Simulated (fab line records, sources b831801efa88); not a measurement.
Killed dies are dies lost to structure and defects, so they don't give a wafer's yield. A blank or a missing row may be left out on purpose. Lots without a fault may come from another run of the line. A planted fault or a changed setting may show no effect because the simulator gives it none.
A struck lot beside a sound one | flow gf180mcu | 14 steps out of a route of 602
Sound: wafers L408.4, L408.5, L408.6. Struck: wafers L405.1, L405.4, L405.6. The cause comes at the end.
At each step with rows: each side's tool, then ch and its chambers, then its first start. Under that, the readings that differ: sound wafers | struck wafers | difference of the means | sigmas: that difference in standard deviations of wafers without a fault.
alike: readings whose means differ by less than 2 such deviations, and words and numbers that are the same on both sides. not compared: withheld readings, readings that some wafer has no value for, bounds like >300 that may hide the same value, and numbers for which the record gives no deviation and whose values overlap.
The two part at a step that has a row with sigmas, a row that says differs or no value, or rows on one side only. Numbers that don't overlap but have no deviation are shown without sigmas and don't part them. A reading that every wafer of one side lacks parts them only if that side has two wafers or more.

GF_M2_SPUTTER_00: material Ti, target thk 37.5 nm, time 150 s.
  sound on pvd_sputter-02, day 25 07:52; struck on pvd_sputter-04, day 24 08:04
  alike: throttle_valve_pct
GF_M2_SPUTTER_01: material TiN, target thk 30 nm, time 25 s.
  sound on pvd_sputter-02, day 25 07:58; struck on pvd_sputter-04, day 24 08:10
  alike: throttle_valve_pct
GF_M2_SPUTTER_02: material AlCu, target thk 450 nm, time 23.9 s.
  sound on pvd_sputter-02, day 25 07:59; struck on pvd_sputter-04, day 24 08:11
  alike: throttle_valve_pct
GF_M2_SPUTTER_03: material Ti, target thk 10 nm, time 6.7 s.
  sound on pvd_sputter-02, day 25 08:01; struck on pvd_sputter-04, day 24 08:13
  alike: throttle_valve_pct
GF_M2_SPUTTER_04: material TiN, target thk 50 nm, time 41.7 s.
  sound on pvd_sputter-02, day 25 08:02; struck on pvd_sputter-04, day 24 08:14
  alike: throttle_valve_pct
GF_M2_RS_MEAS_05: measures by four-point-probe.
  sound on film_metro-02, day 25 08:08; struck on film_metro-03, day 24 08:17
  alike: M2_ALCU_RS
GF_M2_THK_MEAS_06: measures by xrf.
  sound on film_metro-02, day 25 08:14; struck on film_metro-03, day 24 08:24
  alike: M2_ALCU_THK
then, 5 steps without rows for these wafers: GF_M2_DEHYDRATE_07 (time 60 s); GF_M2_HMDS_08 (prime time 60 s); GF_M2_COAT_09 (resist thk 1000 nm); GF_M2_SOFTBAKE_10 (time 60 s); GF_M2_EXPOSE_11 (exposes mask Metal2, target cd 280 nm).
GF_M2_PEB_12: peb time 90 s.
  sound on litho_track-03 ch 0, day 26 05:14; struck on litho_track-02, day 25 05:18
  no value came back on the struck wafers for chill_plate_temp_C (C), exhaust_pa (Pa), peb_time_s (s); on the sound wafers chill_plate_temp_C (C) reads 23.18 22.98 23.21
then, 1 step without rows for these wafers: GF_M2_DEVELOP_13 (develop time 60 s).

WHERE THEY PART
Only at GF_M2_PEB_12, within this record.

WHY: what the simulator had put in
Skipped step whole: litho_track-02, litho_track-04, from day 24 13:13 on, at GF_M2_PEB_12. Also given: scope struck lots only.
